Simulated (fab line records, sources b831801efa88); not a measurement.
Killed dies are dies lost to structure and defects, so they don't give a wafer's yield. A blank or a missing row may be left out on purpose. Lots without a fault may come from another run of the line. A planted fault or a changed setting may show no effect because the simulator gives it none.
Chamber matching | flow sfq_line | SFQ_TRILAYER_I6_CMP_CMP_166 on cmp-02: 4 sister chambers
The step polishes SiO2. 4 wafers are shown with their chamber, then 7 later ones without.

WAFERS WITH THEIR CHAMBER
wafer  | chamber | motor_current_A (A)
L138.2 | 1       | 13.1
L138.6 | 3       | 10.6
L139.1 | 0       | 9.5
L139.3 | 2       | 9.9

WAFERS WITHOUT THEIR CHAMBER
wafer  | motor_current_A (A)
L139.4 | 9.9
L140.4 | 14.1
L140.3 | 8.5
L140.6 | 10.4
L149.1 | 8.7
L149.3 | 13.3
L149.4 | 10.2

WHICH CHAMBER EACH WENT THROUGH
wafer  | from the rows above          | in truth
L139.4 | can't be placed: 2 or 0 or 3 | 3
L140.4 | 1                            | 1
L140.3 | can't be placed: 0 or 2 or 3 | 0
L140.6 | can't be placed: 3 or 2 or 0 | 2
L149.1 | can't be placed: 0 or 2 or 3 | 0
L149.3 | 1                            | 1
L149.4 | can't be placed: 2 or 3 or 0 | 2
Placed correctly: 2 of 7. Can't be placed from these rows: 5 (the true chamber is among the candidates in 5). Placed wrongly: 0.
How it was worked out, from the rows above alone: a wafer's distance from a chamber is the root of the sum, over the readings, of the square of ((its reading less the chamber's mean) divided by the reading's scatter). The wafer belongs to the nearest chamber; if the next one is less than 2 further off, it can't be placed. A chamber's mean is the mean of its shown wafers. The scatter: with one shown wafer a chamber, the root of the mean of the squares of how far each hidden wafer lies from its nearest shown one.
